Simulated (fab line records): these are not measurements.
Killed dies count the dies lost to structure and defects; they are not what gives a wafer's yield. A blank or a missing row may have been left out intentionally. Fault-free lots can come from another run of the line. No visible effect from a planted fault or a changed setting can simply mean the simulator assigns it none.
The tool behind it: which one? :: flow sky130 :: Sampling: 13 lots, 39 wafers, 5 of 708 route steps

== WHAT THE GAUGES READ, wafer by wafer ==
No reading from a measuring or inspecting step in the record can be judged against a usual standard deviation.

== EACH LOT AND THE TOOL THAT RAN IT (in order: tool; ch and the chambers of the sampled wafers; start) ==
lot: L281
SKY_SONOS_ONO_OXIDATION_00: furnace-02 ch 0, day 11 07:47
SKY_METAL4_SPUTTER_04: pvdSputter-04, day 39 11:50
SKY_VIA4_ETCH_12: rieDiel-02 ch 0,1, day 42 14:13
SKY_PAD_OPEN_STRIP_08: plasmaAsher-02 ch 0,1, day 45 12:23
SKY_PAD_OPEN_PROBE_99: prober-01, day 45 14:38

lot: L282
SKY_SONOS_ONO_OXIDATION_00: furnace-02 ch 0, day 11 16:58
SKY_METAL4_SPUTTER_04: pvdSputter-02, day 40 00:18
SKY_VIA4_ETCH_12: rieDiel-03 ch 2,3, day 43 02:45
SKY_PAD_OPEN_STRIP_08: plasmaAsher-03 ch 0,1, day 45 23:22
SKY_PAD_OPEN_PROBE_99: prober-02, day 46 01:39

lot: L284
SKY_SONOS_ONO_OXIDATION_00: furnace-01 ch 0, day 12 08:14
SKY_METAL4_SPUTTER_04: pvdSputter-02, day 40 13:05
SKY_VIA4_ETCH_12: rieDiel-03 ch 0,2,3, day 43 14:15
SKY_PAD_OPEN_STRIP_08: plasmaAsher-01 ch 0,1, day 46 09:56
SKY_PAD_OPEN_PROBE_99: prober-01, day 46 12:09

lot: L285
SKY_SONOS_ONO_OXIDATION_00: furnace-01 ch 0, day 12 17:59
SKY_METAL4_SPUTTER_04: pvdSputter-02, day 41 03:14
SKY_VIA4_ETCH_12: rieDiel-02 ch 0,1,2, day 44 04:40
SKY_PAD_OPEN_STRIP_08: plasmaAsher-03 ch 0,1, day 46 22:59
SKY_PAD_OPEN_PROBE_99: prober-02, day 47 01:17

lot: L286
SKY_SONOS_ONO_OXIDATION_00: furnace-01 ch 0, day 13 02:17
SKY_METAL4_SPUTTER_04: pvdSputter-04, day 41 07:14
SKY_VIA4_ETCH_12: rieDiel-02 ch 1,2,3, day 44 08:15
SKY_PAD_OPEN_STRIP_08: plasmaAsher-03 ch 0,1, day 47 02:02
SKY_PAD_OPEN_PROBE_99: prober-01, day 47 04:19

lot: L289
SKY_SONOS_ONO_OXIDATION_00: furnace-01 ch 0, day 13 22:32
SKY_METAL4_SPUTTER_04: pvdSputter-03, day 41 23:02
SKY_VIA4_ETCH_12: rieDiel-02 ch 0,2, day 44 23:00
SKY_PAD_OPEN_STRIP_08: plasmaAsher-01 ch 1, day 47 17:23
SKY_PAD_OPEN_PROBE_99: prober-02, day 47 19:38

lot: L290
SKY_SONOS_ONO_OXIDATION_00: furnace-01 ch 0, day 14 06:02
SKY_METAL4_SPUTTER_04: pvdSputter-04, day 42 13:02
SKY_VIA4_ETCH_12: rieDiel-02 ch 2,3, day 45 10:12
SKY_PAD_OPEN_STRIP_08: plasmaAsher-03 ch 0,1, day 48 01:23
SKY_PAD_OPEN_PROBE_99: prober-01, day 48 04:01

lot: L295
SKY_SONOS_ONO_OXIDATION_00: furnace-02 ch 0, day 16 01:38
SKY_METAL4_SPUTTER_04: pvdSputter-02, day 43 20:23
SKY_VIA4_ETCH_12: rieDiel-03 ch 0,1,3, day 46 16:03
SKY_PAD_OPEN_STRIP_08: plasmaAsher-01 ch 0,1, day 49 04:44
SKY_PAD_OPEN_PROBE_99: prober-02, day 49 06:57

lot: L297
SKY_SONOS_ONO_OXIDATION_00: furnace-01 ch 0, day 16 14:56
SKY_METAL4_SPUTTER_04: pvdSputter-04, day 44 07:23
SKY_VIA4_ETCH_12: rieDiel-04 ch 0,2,3, day 47 00:48
SKY_PAD_OPEN_STRIP_08: plasmaAsher-02 ch 0,1, day 49 11:34
SKY_PAD_OPEN_PROBE_99: prober-02, day 49 13:53

lot: L301
SKY_SONOS_ONO_OXIDATION_00: furnace-01 ch 0, day 17 20:47
SKY_METAL4_SPUTTER_04: pvdSputter-03, day 45 05:35
SKY_VIA4_ETCH_12: rieDiel-04 ch 1,3, day 47 20:55
SKY_PAD_OPEN_STRIP_08: plasmaAsher-01 ch 0,1, day 50 05:11
SKY_PAD_OPEN_PROBE_99: prober-02, day 50 07:23

lot: L302
SKY_SONOS_ONO_OXIDATION_00: furnace-02 ch 0, day 18 07:38
SKY_METAL4_SPUTTER_04: pvdSputter-04, day 45 11:37
SKY_VIA4_ETCH_12: rieDiel-04 ch 1,2,3, day 48 02:03
SKY_PAD_OPEN_STRIP_08: plasmaAsher-02 ch 0,1, day 50 08:38
SKY_PAD_OPEN_PROBE_99: prober-01, day 50 10:54

lot: L303
SKY_SONOS_ONO_OXIDATION_00: furnace-01 ch 0, day 18 16:16
SKY_METAL4_SPUTTER_04: pvdSputter-02, day 45 18:37
SKY_VIA4_ETCH_12: rieDiel-02 ch 0,3, day 48 09:04
SKY_PAD_OPEN_STRIP_08: plasmaAsher-03 ch 0,1, day 50 14:58
SKY_PAD_OPEN_PROBE_99: prober-02, day 50 17:17

lot: L304
SKY_SONOS_ONO_OXIDATION_00: furnace-02 ch 0, day 19 01:53
SKY_METAL4_SPUTTER_04: pvdSputter-02, day 46 01:19
SKY_VIA4_ETCH_12: rieDiel-03 ch 1,3, day 48 14:42
SKY_PAD_OPEN_STRIP_08: plasmaAsher-03 ch 0,1, day 50 19:29
SKY_PAD_OPEN_PROBE_99: prober-01, day 50 21:44
- SKY_SONOS_ONO_OXIDATION_00: stabilise 600 s, purge 300 s, target thk 2.6 nm.
- SKY_METAL4_SPUTTER_04: material TiN, target thk 70 nm, time 58.3 s.
- SKY_VIA4_ETCH_12: etches SiO2 in C4F8/O2/Ar, stops on TiN, target depth 580 nm.
- SKY_PAD_OPEN_STRIP_08: strips in O2/N2.
- SKY_PAD_OPEN_PROBE_99

== AS READ BY THE TOOLS THEMSELVES (means over the sampled wafers that have a number; for cases with no such wafer, the mark the record gives instead) ==
SKY_METAL4_SPUTTER_04.
lot: L281
tool: pvdSputter-04
throttleValvePct (%): 31.1

lot: L282
tool: pvdSputter-02
throttleValvePct (%): 31.2

lot: L284
tool: pvdSputter-02
throttleValvePct (%): 30.2

lot: L285
tool: pvdSputter-02
throttleValvePct (%): 30.3

lot: L286
tool: pvdSputter-04
throttleValvePct (%): 30.7

lot: L289
tool: pvdSputter-03
throttleValvePct (%): 29.4

lot: L290
tool: pvdSputter-04
throttleValvePct (%): 31.7

lot: L295
tool: pvdSputter-02
throttleValvePct (%): 30.3

lot: L297
tool: pvdSputter-04
throttleValvePct (%): 30.6

lot: L301
tool: pvdSputter-03
throttleValvePct (%): 29.2

lot: L302
tool: pvdSputter-04
throttleValvePct (%): 30.9

lot: L303
tool: pvdSputter-02
throttleValvePct (%): 30.4

lot: L304
tool: pvdSputter-02
throttleValvePct (%): 30.4

SKY_VIA4_ETCH_12.
lot: L281
tool: rieDiel-02
oesProductAu (a.u.): 0.925

lot: L282
tool: rieDiel-03
oesProductAu (a.u.): 0.924

lot: L284
tool: rieDiel-03
oesProductAu (a.u.): 0.925

lot: L285
tool: rieDiel-02
oesProductAu (a.u.): 0.925

lot: L286
tool: rieDiel-02
oesProductAu (a.u.): 0.928

lot: L289
tool: rieDiel-02
oesProductAu (a.u.): 0.920

lot: L290
tool: rieDiel-02
oesProductAu (a.u.): 0.923

lot: L295
tool: rieDiel-03
oesProductAu (a.u.): 0.931

lot: L297
tool: rieDiel-04
oesProductAu (a.u.): 0.922

lot: L301
tool: rieDiel-04
oesProductAu (a.u.): 0.922

lot: L302
tool: rieDiel-04
oesProductAu (a.u.): 0.921

lot: L303
tool: rieDiel-02
oesProductAu (a.u.): 0.927

lot: L304
tool: rieDiel-03
oesProductAu (a.u.): 0.924

SKY_PAD_OPEN_STRIP_08.
lot: L281
tool: plasmaAsher-02
drypumpMotorCurrentA (A): 5.84
o2FlowSccm (sccm): 2999
oesProductAu (a.u.): 0.664
stripTimeToEndpointS (s): 37.07

lot: L282
tool: plasmaAsher-03
drypumpMotorCurrentA (A): 5.77
o2FlowSccm (sccm): 2998
oesProductAu (a.u.): 0.668
stripTimeToEndpointS (s): 37.19

lot: L284
tool: plasmaAsher-01
drypumpMotorCurrentA (A): 5.92
o2FlowSccm (sccm): 3005
oesProductAu (a.u.): 0.670
stripTimeToEndpointS (s): 37.11

lot: L285
tool: plasmaAsher-03
drypumpMotorCurrentA (A): 5.88
o2FlowSccm (sccm): 3001
oesProductAu (a.u.): 0.662
stripTimeToEndpointS (s): 37.16

lot: L286
tool: plasmaAsher-03
drypumpMotorCurrentA (A): 5.76
o2FlowSccm (sccm): 2997
oesProductAu (a.u.): 0.663
stripTimeToEndpointS (s): 37.10

lot: L289
tool: plasmaAsher-01
drypumpMotorCurrentA (A): 5.92
o2FlowSccm (sccm): 2995
oesProductAu (a.u.): 0.663
stripTimeToEndpointS (s): 36.97

lot: L290
tool: plasmaAsher-03
drypumpMotorCurrentA (A): 5.87
o2FlowSccm (sccm): 3003
oesProductAu (a.u.): 0.664
stripTimeToEndpointS (s): 37.18

lot: L295
tool: plasmaAsher-01
drypumpMotorCurrentA (A): 5.92
o2FlowSccm (sccm): 3003
oesProductAu (a.u.): 0.666
stripTimeToEndpointS (s): 37.03

lot: L297
tool: plasmaAsher-02
drypumpMotorCurrentA (A): 5.84
o2FlowSccm (sccm): 2991
oesProductAu (a.u.): 0.662
stripTimeToEndpointS (s): 36.97

lot: L301
tool: plasmaAsher-01
drypumpMotorCurrentA (A): 5.94
o2FlowSccm (sccm): 3001
oesProductAu (a.u.): 0.663
stripTimeToEndpointS (s): 37.16

lot: L302
tool: plasmaAsher-02
drypumpMotorCurrentA (A): 5.84
o2FlowSccm (sccm): 2996
oesProductAu (a.u.): 0.658
stripTimeToEndpointS (s): 36.96

lot: L303
tool: plasmaAsher-03
drypumpMotorCurrentA (A): 5.86
o2FlowSccm (sccm): 3004
oesProductAu (a.u.): 0.668
stripTimeToEndpointS (s): 37.11

lot: L304
tool: plasmaAsher-03
drypumpMotorCurrentA (A): 5.89
o2FlowSccm (sccm): 3017
oesProductAu (a.u.): 0.662
stripTimeToEndpointS (s): 37.10

SKY_PAD_OPEN_PROBE_99.
lot: L281
tool: prober-01
killed_at_M0_to_M3: 37
killed_at_M4_up: 1.0
killedAtContacts: 30
killedAtFrontEnd: 17
killedAtOther: 0.3
killedDies: 85
killedOnRim: 18
killedOpen: 45
killedShort: 40

lot: L282
tool: prober-02
killed_at_M0_to_M3: 36
killed_at_M4_up: 2.0
killedAtContacts: 27
killedAtFrontEnd: 22
killedAtOther: 0.3
killedDies: 87
killedOnRim: 18
killedOpen: 47
killedShort: 40

lot: L284
tool: prober-01
killed_at_M0_to_M3: 40
killed_at_M4_up: 3.3
killedAtContacts: 27
killedAtFrontEnd: 17
killedAtOther: 0.0
killedDies: 87
killedOnRim: 15
killedOpen: 45
killedShort: 42

lot: L285
tool: prober-02
killed_at_M0_to_M3: 40
killed_at_M4_up: 4.7
killedAtContacts: 22
killedAtFrontEnd: 13
killedAtOther: 0.7
killedDies: 79
killedOnRim: 15
killedOpen: 41
killedShort: 38

lot: L286
tool: prober-01
killed_at_M0_to_M3: 39
killed_at_M4_up: 4.3
killedAtContacts: 20
killedAtFrontEnd: 110
killedAtOther: 0.7
killedDies: 173
killedOnRim: 36
killedOpen: 40
killedShort: 33

lot: L289
tool: prober-02
killed_at_M0_to_M3: 41
killed_at_M4_up: 2.3
killedAtContacts: 15
killedAtFrontEnd: 112
killedAtOther: 0.0
killedDies: 170
killedOnRim: 32
killedOpen: 40
killedShort: 33

lot: L290
tool: prober-01
killed_at_M0_to_M3: 39
killed_at_M4_up: 1.3
killedAtContacts: 24
killedAtFrontEnd: 110
killedAtOther: 0.3
killedDies: 175
killedOnRim: 35
killedOpen: 45
killedShort: 36

lot: L295
tool: prober-02
killed_at_M0_to_M3: 42
killed_at_M4_up: 3.0
killedAtContacts: 26
killedAtFrontEnd: 16
killedAtOther: 0.3
killedDies: 86
killedOnRim: 17
killedOpen: 49
killedShort: 38

lot: L297
tool: prober-02
killed_at_M0_to_M3: 55
killed_at_M4_up: 5.0
killedAtContacts: 32
killedAtFrontEnd: 12
killedAtOther: 0.0
killedDies: 104
killedOnRim: 19
killedOpen: 57
killedShort: 47

lot: L301
tool: prober-02
killed_at_M0_to_M3: 43
killed_at_M4_up: 2.7
killedAtContacts: 23
killedAtFrontEnd: 17
killedAtOther: 0.3
killedDies: 86
killedOnRim: 19
killedOpen: 45
killedShort: 41

lot: L302
tool: prober-01
killed_at_M0_to_M3: 44
killed_at_M4_up: 3.3
killedAtContacts: 17
killedAtFrontEnd: 14
killedAtOther: 0.0
killedDies: 79
killedOnRim: 13
killedOpen: 47
killedShort: 32

lot: L303
tool: prober-02
killed_at_M0_to_M3: 44
killed_at_M4_up: 3.0
killedAtContacts: 23
killedAtFrontEnd: 15
killedAtOther: 0.0
killedDies: 85
killedOnRim: 16
killedOpen: 48
killedShort: 38

lot: L304
tool: prober-01
killed_at_M0_to_M3: 46
killed_at_M4_up: 3.0
killedAtContacts: 20
killedAtFrontEnd: 17
killedAtOther: 0.3
killedDies: 86
killedOnRim: 16
killedOpen: 44
killedShort: 42

== THE ANSWER, worked out from the rows above alone ==
Rule: usual is defined by the lots themselves. Put in order of their means at a reading, lots are off if they are a third of the lots or fewer, leave a main group of 4 or more, and stand apart from it by a gap of 3 or more times the standard deviation of the main group's means; of several such gaps the widest counts. If all means in a main group match to the digits the tables above print for the reading, that group is not used. A lot without any number at a reading at which 4 lots or more have one is off too. Any other lot the step has rows for is counted as sound. Order of review: gauges by route order, followed by the tools' own readings, for which a lot's mean as printed above is used. The first step at which some lot is off is used, and at that step the reading that is off furthest; a lot without a number counts as furthest.
Off at SKY_PAD_OPEN_PROBE_99 (killedAtFrontEnd): L286, L289, L290. Main group: mean 16, sd 2.6.
A tool fits if, at that step or a process step before it, it ran every lot that is off, and no sound lot after the first of them. No candidate that was tried fits.

== WHAT THE SIMULATOR PUT IN ==
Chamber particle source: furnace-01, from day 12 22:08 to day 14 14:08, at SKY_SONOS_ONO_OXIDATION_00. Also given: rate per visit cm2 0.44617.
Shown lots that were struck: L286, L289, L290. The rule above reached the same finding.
